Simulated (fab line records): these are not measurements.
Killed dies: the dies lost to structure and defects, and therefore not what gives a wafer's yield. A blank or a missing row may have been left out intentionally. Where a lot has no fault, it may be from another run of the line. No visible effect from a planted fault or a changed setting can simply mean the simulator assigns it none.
Matching of chambers	flow gf180mcu	cmp-02 running GF_V5_CMP_26: 4 sister chambers
The step polishes, stops on SiO2, t overpolish 15 s, target thk 0 nm. 4 wafers are shown with their chamber, then 9 later ones without.

== WAFERS PAIRED WITH THEIR CHAMBERS ==
wafer	chamber	motor_current_A (A)
L348.1	1	10.7
L348.2	3	11.8
L350.2	2	10.9
L350.5	0	12.0

== WAFERS WITH NO CHAMBER GIVEN ==
wafer	motor_current_A (A)
L351.1	11.3
L351.2	11.5
L351.5	10.7
L361.1	11.7
L361.2	11.7
L361.4	11.8
L362.2	11.7
L362.3	11.7
L362.5	12.6

== WHICH CHAMBER EACH ONE RAN IN ==
wafer	from the rows above	in truth
L351.1	can't be placed: 2 or 3 or 1 or 0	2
L351.2	can't be placed: 3 or 0 or 2 or 1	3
L351.5	can't be placed: 1 or 2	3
L361.1	can't be placed: 3 or 0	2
L361.2	can't be placed: 3 or 0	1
L361.4	can't be placed: 3 or 0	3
L362.2	can't be placed: 3 or 0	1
L362.3	can't be placed: 3 or 0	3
L362.5	can't be placed: 0 or 3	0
Placed correctly: 0 of 9. These rows do not allow placing 9 (true chamber among the candidates in 5). 0 placed wrongly.
How it was worked out, from the rows above alone: a wafer's distance from a chamber is the root of the sum, over the readings, of the square of ((its reading less the chamber's mean) divided by the reading's scatter). The wafer belongs to the nearest chamber; if the next one is less than 2 further off, it can't be placed. For every chamber, the mean is computed from those of its wafers that are shown. The scatter: with one shown wafer a chamber, the root of the mean of the squares of how far each hidden wafer lies from its nearest shown one.
